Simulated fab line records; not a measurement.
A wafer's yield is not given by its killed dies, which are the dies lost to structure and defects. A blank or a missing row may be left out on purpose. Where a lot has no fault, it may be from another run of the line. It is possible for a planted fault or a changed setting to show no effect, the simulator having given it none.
fab line records	flow sfq-line
record: lots: 14	wafers: 42	last-day: 94
route steps=325 shown M0@41 I0@44 M1@69
lots untouched by any fault: they come from a run of this same line in which no faults occurred
start-h: hours from the record's first day to the start of the lot's first wafer shown	wait-h: hours since the lot's step before	" repeats the value in the row above	L1.1+2: a single row standing in for several wafers	- value missing, or start not given	* or withheld: withheld	< > ~ a bound
route shown NAME@n: a module of which the file shows steps, and the number in the route of the first	usual: average and standard deviation across the fault-free wafers	same: alike in all rows	chamber/n: place in a boat	sites: each site's reading	_std_site: their standard deviation	_edge_site: inner sites' mean taken away from outer sites' mean	radius-mm: how far each site lies from the wafer's centre	mask NAME#n: copy n	behind: the tool/chamber that last shaped the wafer	hold: reason for holding the lot/hours on hold/outcome of the hold	device: whichever transistor did not switch (one of n, p or np)	end of line: at the end of the route, the tests of the same wafers	step lacking rows: just its recipe	killed: count of dies lost to structure and defects at first sort (not the wafer's yield)	map: a wafer's dies, x killed, . not, _ none there
set.NAME: the setting that was run; set.NAME@STEP: the one run at that earlier step	model.NAME: the simulator's own value behind a step, which no gauge read
a sample of lots followed through the steps of the route, with each step as a table and each wafer as a row
services: from which hour (start-h, from the record's first day; less than 0 if before it) a tool's chamber was out of use, for how many hours, and why
== steps ==
step: SFQ_TRILAYER_M0_STRIP_STRIP_025
recipe: gas: O2	power-w: 200	platen-temp-c: 40	overash-fraction: 0.65	chemistry: O2	pressure-mtorr: 50
usual: drypump-motor-current-A: 5.6/0.61	oes-product-au: 0.996/0.0079
lot.wafer	tool	chamber	start-h	wait-h	drypump-motor-current-A	oes-product-au	rf-hours-counter-h
L809.2	rie-metal-03	0	136.44	0.1	5.9	0.990	175
L809.5	"	1	"	"	5.7	0.998	-
L809.6	"	0	"	"	5.9	0.991	-
L810.3	rie-metal-03	0	143.84	0.2	5.9	0.993	-
L810.5	"	1	"	"	5.7	0.994	-
L810.6	"	0	"	"	5.9	0.997	-
L811.2	rie-metal-02	0	147.24	0.1	4.7	1.006	73
L811.3	"	1	"	"	5.2	1.000	-
L811.4	"	0	"	"	4.7	0.997	-
L812.2	rie-metal-02	1	150.84	0.1	5.2	1.004	42
L812.3	"	1	"	"	5.2	1.001	-
L812.5	"	0	"	"	4.6	0.997	-
L813.3	rie-metal-02	1	158.24	0.2	5.3	0.991	-
L813.5	"	0	"	"	4.6	0.999	-
L813.6	"	1	"	"	5.3	0.990	-
L814.2	rie-metal-04	1	161.64	0.1	6.6	0.990	152
L814.3	"	0	"	"	5.6	1.007	-
L814.5	"	1	"	"	6.6	0.991	-
L824.2	rie-metal-02	1	246.94	0.1	5.2	0.995	60
L824.4	"	0	"	"	4.6	0.991	-
L824.6	"	0	"	"	4.7	0.999	-
L825.1	rie-metal-02	0	258.94	0.1	4.6	0.998	94
L825.5	"	1	"	"	5.2	0.994	-
L825.6	"	0	"	"	4.6	0.990	-
L826.1	rie-metal-04	0	264.94	0.1	5.6	0.993	36
L826.2	"	1	"	"	6.6	1.000	172
L826.5	"	1	"	"	6.6	0.988	-
L827.1	rie-metal-03	0	269.74	0.1	5.9	0.976	1
L827.2	"	1	"	"	5.8	0.976	39
L827.6	"	1	"	"	5.7	0.978	-
L828.2	rie-metal-03	1	280.54	0.1	5.7	0.993	41
L828.4	"	1	"	"	5.7	0.990	-
L828.5	"	0	"	"	5.9	0.987	-
L829.1	rie-metal-04	0	285.34	0.1	5.6	1.000	39
L829.2	"	1	"	"	6.6	0.991	175
L829.3	"	0	"	"	5.6	1.000	-
L830.1	rie-metal-04	0	287.74	0.1	5.6	1.009	40
L830.2	"	1	"	"	6.6	0.995	176
L830.4	"	0	"	"	5.6	1.010	-
L831.1	rie-metal-03	0	292.54	0.1	5.9	0.991	5
L831.5	"	1	"	"	5.7	0.984	-
L831.6	"	0	"	"	5.9	0.988	-
step: SFQ_TRILAYER_I0_CMP_CMP_028
recipe: material: SiO2	down-force-psi: 3	platen-rpm: 60	pad-velocity-m-s: 0.94248
usual: motor-current-A: 10.2/0.9	time-to-endpoint-s: 212/8.8
lot.wafer	tool	chamber	start-h	wait-h	motor-current-A	time-to-endpoint-s
L809.2	cmp-01	1	138.68	1.4	11.8	201
L809.5	"	1	140.68	3.4	11.9	214
L809.6	"	2	"	"	9.8	224
L810.3	cmp-02	2	147.74	3.3	9.5	216
L810.6	"	1	149.24	4.7	10.6	206
L810.5	"	2	"	"	9.1	212
L811.3	cmp-02	3	150.74	2.7	10.3	201
L811.4	"	0	"	"	10.2	218
L811.2	"	1	"	"	10.7	199
L812.3	cmp-01	2	151.73	0.0	10.1	219
L812.2	"	0	152.73	1.1	8.5	211
L812.5	"	3	154.23	2.5	9.7	202
L813.3	cmp-01	2	162.23	3.4	10.0	212
L813.5	"	3	"	"	10.4	195
L813.6	"	0	"	"	9.1	234
L814.3	cmp-01	2	164.23	1.8	9.8	210
L814.2	"	0	165.23	2.8	8.9	238
L814.5	"	2	166.23	3.7	10.6	214
L824.4	cmp-01	2	251.72	3.9	10.2	226
L824.2	"	0	252.72	5.0	8.6	202
L824.6	"	2	253.72	5.9	10.2	217
L825.1	cmp-02	2	261.29	1.5	9.4	210
L825.6	"	3	"	"	10.7	214
L825.5	"	0	"	"	10.4	222
L826.2	cmp-01	3	268.56	2.6	10.1	209
L826.1	"	0	"	"	8.6	216
L826.5	"	2	270.06	4.1	10.7	222
L827.1	cmp-02	0	271.79	1.1	9.5	205
L827.2	"	3	273.29	2.6	9.8	202
L827.6	"	1	274.29	3.5	11.1	201
L828.2	cmp-01	2	283.18	1.7	10.3	212
L828.4	"	3	"	"	10.1	209
L828.5	"	1	284.68	3.1	12.0	213
L829.3	cmp-01	3	288.68	2.5	10.4	214
L829.2	"	0	"	"	9.0	217
L829.1	"	1	"	"	12.2	217
L830.2	cmp-01	0	294.18	5.6	8.7	201
L830.4	"	1	"	"	11.3	209
L830.1	"	2	"	"	9.7	218
L831.1	cmp-02	0	303.90	10.6	10.1	214
L831.6	"	1	"	"	10.8	198
L831.5	"	2	"	"	8.6	219
step: SFQ_TRILAYER_I0_METRO_MEASURE_029
usual: thk-nm: 200.0/1
lot.wafer	tool	chamber	start-h	wait-h	thk-nm
L809.2	film-metro-01	-	142.00	0.3	200.2
L809.5	"	-	"	"	199.1
L809.6	"	-	"	"	200.6
L810.3	film-metro-02	-	150.76	0.5	201.2
L810.5	"	-	"	"	201.1
L810.6	"	-	"	"	199.8
L811.2	film-metro-02	-	153.56	0.3	197.7
L811.3	"	-	"	"	199.4
L811.4	"	-	"	"	199.9
L812.2	film-metro-04	-	155.05	0.3	198.6
L812.3	"	-	"	"	200.8
L812.5	"	-	"	"	198.8
L813.3	film-metro-04	-	164.25	0.5	201.7
L813.5	"	-	"	"	198.3
L813.6	"	-	"	"	149.1
L814.2	film-metro-01	-	167.05	0.3	149.0
L814.3	"	-	"	"	200.7
L814.5	"	-	"	"	200.4
L824.2	film-metro-01	-	255.04	0.3	201.0
L824.4	"	-	"	"	202.5
L824.6	"	-	"	"	201.6
L825.1	film-metro-04	-	262.91	0.1	200.4
L825.5	"	-	"	"	198.8
L825.6	"	-	"	"	199.1
L826.1	film-metro-04	-	270.68	0.1	199.0
L826.2	"	-	"	"	199.8
L826.5	"	-	"	"	200.9
L827.1	film-metro-04	-	274.91	0.1	201.1
L827.2	"	-	"	"	199.0
L827.6	"	-	"	"	197.5
L828.2	film-metro-04	-	285.50	0.3	200.2
L828.4	"	-	"	"	200.1
L828.5	"	-	"	"	199.7
L829.1	film-metro-02	-	291.30	0.1	198.8
L829.2	"	-	"	"	199.6
L829.3	"	-	"	"	199.5
L830.1	film-metro-01	-	297.30	0.1	201.4
L830.2	"	-	"	"	200.9
L830.4	"	-	"	"	200.6
L831.1	film-metro-04	-	305.52	0.1	200.8
L831.5	"	-	"	"	201.8
L831.6	"	-	"	"	199.7
step: SFQ_I0_OVL_MEAS_908
usual: I0_OVL: 1/6.2
lot.wafer	tool	chamber	start-h	wait-h	I0_OVL[nm]
L809.2	overlay-02	-	179.42	0.1	3
L809.5	"	-	"	"	4
L809.6	"	-	"	"	6
L810.3	overlay-01	-	189.03	0.1	-5
L810.5	"	-	"	"	-3
L810.6	"	-	"	"	-3
L811.2	overlay-01	-	192.62	0.1	-6
L811.3	"	-	"	"	2
L811.4	"	-	"	"	-3
L812.2	overlay-02	-	206.37	0.1	-11
L812.3	"	-	"	"	-2
L812.5	"	-	"	"	-4
L813.3	overlay-01	-	213.58	0.1	-4
L813.5	"	-	"	"	-1
L813.6	"	-	"	"	1
L814.2	overlay-02	-	218.37	0.1	3
L814.3	"	-	"	"	4
L814.5	"	-	"	"	3
L824.2	overlay-01	-	304.42	0.1	10
L824.4	"	-	"	"	5
L824.6	"	-	"	"	4
L825.1	overlay-02	-	314.22	0.1	-15
L825.5	"	-	"	"	-11
L825.6	"	-	"	"	-14
L826.1	overlay-01	-	320.22	0.1	-2
L826.2	"	-	"	"	-4
L826.5	"	-	"	"	-7
L827.1	overlay-02	-	325.02	0.1	3
L827.2	"	-	"	"	4
L827.6	"	-	"	"	8
L828.2	overlay-01	-	335.83	0.1	-6
L828.4	"	-	"	"	-10
L828.5	"	-	"	"	-8
L829.1	overlay-02	-	343.02	0.1	5
L829.2	"	-	"	"	11
L829.3	"	-	"	"	6
L830.1	overlay-01	-	346.62	0.1	7
L830.2	"	-	"	"	2
L830.4	"	-	"	"	-1
L831.1	overlay-02	-	359.40	0.1	2
L831.5	"	-	"	"	-1
L831.6	"	-	"	"	0
step: SFQ_TRILAYER_I0_VIA_ETCH_VIA_ETCH_034
recipe: target: SiO2	stop-on: Nb	mask-material: PR	taper-deg: 20	chemistry: CHF3	target-depth-nm: 260	source-w: 500	bias-w: 80	pressure-mtorr: 30	time-s: withheld
usual: drypump-motor-current-A: 5.7/0.36	oes-product-au: 0.854/0.0048
lot.wafer	tool	chamber	start-h	wait-h	drypump-motor-current-A	oes-product-au
L809.2	rie-diel-02	1	179.49	0.0	5.5	0.847
L809.5	"	0	"	"	5.6	0.857
L809.6	"	3	"	"	5.2	0.856
L810.3	rie-diel-03	0	189.09	0.0	5.9	0.851
L810.5	"	1	"	"	5.8	0.864
L810.6	"	2	"	"	5.6	0.848
L811.2	rie-diel-01	1	192.69	0.0	6.1	0.848
L811.3	"	0	"	"	5.2	0.852
L811.4	"	3	"	"	5.9	0.855
L812.2	rie-diel-01	3	206.44	0.0	5.9	0.854
L812.3	"	2	"	"	5.5	0.850
L812.5	"	3	"	"	5.9	0.852
L813.3	rie-diel-03	2	213.64	0.0	5.6	0.855
L813.5	"	3	"	"	5.1	0.849
L813.6	"	2	"	"	5.6	0.738
L814.2	rie-diel-03	0	218.44	0.0	5.8	0.734
L814.3	"	2	"	"	5.6	0.851
L814.5	"	3	"	"	5.1	0.855
L824.2	rie-diel-02	3	304.49	0.0	5.2	0.848
L824.4	"	0	"	"	5.6	0.861
L824.6	"	3	"	"	5.3	0.858
L825.1	rie-diel-01	1	314.30	0.0	6.2	0.856
L825.5	"	0	"	"	5.2	0.852
L825.6	"	3	"	"	5.9	0.857
L826.1	rie-diel-02	2	320.30	0.0	6.3	0.854
L826.2	"	3	"	"	5.2	0.856
L826.5	"	0	"	"	5.6	0.855
L827.1	rie-diel-01	2	325.10	0.0	5.6	0.858
L827.2	"	0	"	"	5.2	0.855
L827.6	"	0	"	"	5.2	0.852
L828.2	rie-diel-01	2	335.90	0.0	5.6	0.859
L828.4	"	0	"	"	5.2	0.846
L828.5	"	0	"	"	5.2	0.849
L829.1	rie-diel-03	3	343.10	0.0	5.1	0.863
L829.2	"	1	"	"	5.8	0.856
L829.3	"	2	"	"	5.6	0.852
L830.1	rie-diel-01	3	346.70	0.0	5.9	0.861
L830.2	"	2	"	"	5.6	0.854
L830.4	"	1	"	"	6.1	0.861
L831.1	rie-diel-02	2	359.47	0.0	6.3	0.849
L831.5	"	1	"	"	5.5	0.852
L831.6	"	2	"	"	6.3	0.855
step: SFQ_TRILAYER_M1_BARC_OPEN_METAL_ETCH_054
recipe: mask-material: PR	chemistry: O2	target-depth-nm: 125	target: BARC	icp-w: 600	bias-w: 80	pressure-mtorr: 10	time-s: 41.7
usual: drypump-motor-current-A: 5.6/0.74	oes-product-au: 0.685/0.0044
lot.wafer	tool	chamber	start-h	wait-h	drypump-motor-current-A	oes-product-au	rf-hours-counter-h
L809.2	rie-metal-04	1	231.15	0.0	6.6	0.688	164
L809.5	"	1	"	"	6.6	0.690	-
L809.6	"	0	"	"	5.6	0.687	-
L810.3	rie-metal-02	0	240.77	0.0	4.6	0.686	-
L810.5	"	0	"	"	4.6	0.680	-
L810.6	"	1	"	"	5.3	0.676	-
L811.2	rie-metal-02	0	249.15	0.0	4.6	0.693	92
L811.3	"	1	"	"	5.2	0.690	-
L811.4	"	0	"	"	4.6	0.689	-
L812.2	rie-metal-04	1	256.35	0.0	6.6	0.691	170
L812.3	"	1	"	"	6.6	0.691	-
L812.5	"	1	"	"	6.6	0.688	-
L813.3	rie-metal-02	1	261.17	0.0	5.3	0.692	-
L813.5	"	0	"	"	4.6	0.688	-
L813.6	"	1	"	"	5.3	0.685	-
L814.2	rie-metal-01	1	265.95	0.0	6.2	0.688	81
L814.3	"	0	"	"	6.5	0.689	-
L814.5	"	1	"	"	6.2	0.685	-
L824.2	rie-metal-02	0	358.23	0.0	4.6	0.684	112
L824.4	"	1	"	"	5.3	0.683	-
L824.6	"	0	"	"	4.6	0.684	-
L825.1	rie-metal-01	1	370.23	0.0	6.2	0.675	100
L825.5	"	0	"	"	6.6	0.679	-
L825.6	"	1	"	"	6.2	0.682	-
L826.1	rie-metal-02	0	378.43	0.0	4.6	0.683	116
L826.2	"	1	"	"	5.2	0.681	84
L826.5	"	0	"	"	4.7	0.687	-
L827.1	rie-metal-02	0	384.43	0.0	4.6	0.686	117
L827.2	"	1	"	"	5.2	0.692	85
L827.6	"	1	"	"	5.2	0.682	-
L828.2	rie-metal-01	1	395.98	0.0	6.2	0.686	104
L828.4	"	0	"	"	6.5	0.688	-
L828.5	"	1	"	"	6.2	0.687	-
L829.1	rie-metal-02	0	401.98	0.0	4.6	0.695	121
L829.2	"	1	"	"	5.3	0.683	88
L829.3	"	0	"	"	4.6	0.685	-
L830.1	rie-metal-04	0	406.78	0.0	5.6	0.693	63
L830.2	"	1	"	"	6.6	0.680	0
L830.4	"	1	"	"	6.6	0.687	-
L831.1	rie-metal-04	0	419.98	0.0	5.6	0.688	67
L831.5	"	1	"	"	6.6	0.682	-
L831.6	"	0	"	"	5.6	0.674	-
== services ==
tool	chamber	start-h	hours	kind
cmp-01	-	113.31	1.6	repair
rie-metal-02	1	114.82	10.3	repair
cmp-02	-	117.62	2.6	pm
rie-diel-01	0	121.76	1.4	repair
rie-diel-01	-	122.69	15.6	pm
cmp-01	-	166.73	4.6	pm
film-metro-04	-	185.36	0.6	pm
rie-diel-01	-	185.95	1.1	repair
film-metro-04	-	190.79	1.9	pm
film-metro-04	-	194.07	0.8	pm
rie-metal-04	0	204.06	15.5	repair
cmp-01	-	228.41	2.3	repair
rie-diel-01	-	229.71	14.6	pm
cmp-02	-	236.72	4.0	pm
cmp-01	-	247.02	1.6	repair
film-metro-04	-	251.20	6.3	pm
cmp-02	-	256.53	1.5	repair
rie-diel-01	2	268.36	10.2	repair
rie-diel-01	-	330.05	2.0	repair
rie-metal-04	-	354.14	0.6	repair
rie-metal-02	1	386.16	1.8	repair
cmp-01	-	407.26	4.0	pm
rie-metal-04	1	412.99	4.2	repair
film-metro-04	-	415.46	2.2	repair
== key ==
first-sign: step: SFQ_TRILAYER_I0_CMP_CMP_028	reading: time-to-endpoint-s	direction: up	sigmas: 2.7	usual: *	struck: *
effect: step: SFQ_TRILAYER_I0_METRO_MEASURE_029	reading: thk-nm	direction: down	sigmas: 49	usual: 200.0	struck: 149.1
effect: step: SFQ_TRILAYER_I0_VIA_ETCH_VIA_ETCH_034	reading: oes-product-au	direction: down	sigmas: 24	usual: 0.854	struck: 0.736
met-at SFQ_TRILAYER_I0_CMP_CMP_028
struck-lots L813,L814
struck-wafers L813.6,L814.2
not-acting-at SFQ_TRILAYER_M0_STRIP_STRIP_025,SFQ_I0_OVL_MEAS_908,SFQ_TRILAYER_M1_BARC_OPEN_METAL_ETCH_054
onset-between 151.73 162.23
fault: kind: process-parameter-drift	tool: cmp-01	chamber: 0	onset-h: 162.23	steps: SFQ_TRILAYER_I0_CMP_CMP_028	channel: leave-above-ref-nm	offset: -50	shape: step	end-h: 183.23	acts-in: these-recipes-only	stated: 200
